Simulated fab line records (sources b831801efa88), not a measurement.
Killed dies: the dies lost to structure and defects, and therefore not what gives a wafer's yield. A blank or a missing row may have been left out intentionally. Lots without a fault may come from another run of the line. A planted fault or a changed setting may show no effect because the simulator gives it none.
Matching of chambers :: flow sky130 :: cmp-02 running SKY_FIELD_ISO_CMP_27: 4 sister chambers
The step polishes, stops on Si3N4, t overpolish 16 s, target thk 457.8 nm. 8 wafers are shown with their chamber, then 10 later ones without.

## EACH WAFER AND ITS CHAMBER
wafer: L195.1
chamber: 3
motorCurrentA (A): 10.4
timeToEndpointS (s): 111

wafer: L196.2
chamber: 0
motorCurrentA (A): 11.2
timeToEndpointS (s): 113

wafer: L196.5
chamber: 1
motorCurrentA (A): 12.3
timeToEndpointS (s): 117

wafer: L197.1
chamber: 0
motorCurrentA (A): 11.4
timeToEndpointS (s): 113

wafer: L197.3
chamber: 1
motorCurrentA (A): 12.3
timeToEndpointS (s): 108

wafer: L197.4
chamber: 2
motorCurrentA (A): 11.9
timeToEndpointS (s): 109

wafer: L200.1
chamber: 2
motorCurrentA (A): 11.6
timeToEndpointS (s): 112

wafer: L200.2
chamber: 3
motorCurrentA (A): 10.3
timeToEndpointS (s): 112

## WAFERS WHOSE CHAMBER IS MISSING
wafer: L200.6
motorCurrentA (A): 12.6
timeToEndpointS (s): 112

wafer: L204.3
motorCurrentA (A): 9.8
timeToEndpointS (s): 112

wafer: L204.4
motorCurrentA (A): 11.5
timeToEndpointS (s): 115

wafer: L204.6
motorCurrentA (A): 10.3
timeToEndpointS (s): 112

wafer: L209.1
motorCurrentA (A): 10.3
timeToEndpointS (s): 112

wafer: L209.2
motorCurrentA (A): 12.6
timeToEndpointS (s): 118

wafer: L209.5
motorCurrentA (A): 12.5
timeToEndpointS (s): 116

wafer: L211.1
motorCurrentA (A): 10.6
timeToEndpointS (s): 121

wafer: L211.5
motorCurrentA (A): 11.9
timeToEndpointS (s): 120

wafer: L211.6
motorCurrentA (A): 11.9
timeToEndpointS (s): 119

## EACH ONE'S CHAMBER
wafer: L200.6
from the rows above: 1
in truth: 1

wafer: L204.3
from the rows above: 3
in truth: 3

wafer: L204.4
from the rows above: can't be placed: 0 or 2
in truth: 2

wafer: L204.6
from the rows above: 3
in truth: 3

wafer: L209.1
from the rows above: 3
in truth: 3

wafer: L209.2
from the rows above: 1
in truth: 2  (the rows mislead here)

wafer: L209.5
from the rows above: 1
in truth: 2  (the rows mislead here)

wafer: L211.1
from the rows above: 3
in truth: 3

wafer: L211.5
from the rows above: can't be placed: 2 or 1 or 0
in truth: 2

wafer: L211.6
from the rows above: can't be placed: 2 or 1
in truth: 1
Correctly placed: 5 of 10. Not placeable from these rows: 3 (in 3, the candidates include the true chamber). Wrongly placed: 2.
How it was worked out, from the rows above alone: a wafer's distance from a chamber is the root of the sum, over the readings, of the square of ((its reading less the chamber's mean) divided by the reading's scatter). If the next closest chamber is less than 2 further off than the closest, the wafer can't be placed; otherwise it belongs to the closest. Each chamber's mean is taken over the wafers shown for it. The scatter: the root of (the sum of the squares of (reading less its chamber's mean) over the shown wafers, divided by (wafers less chambers)).
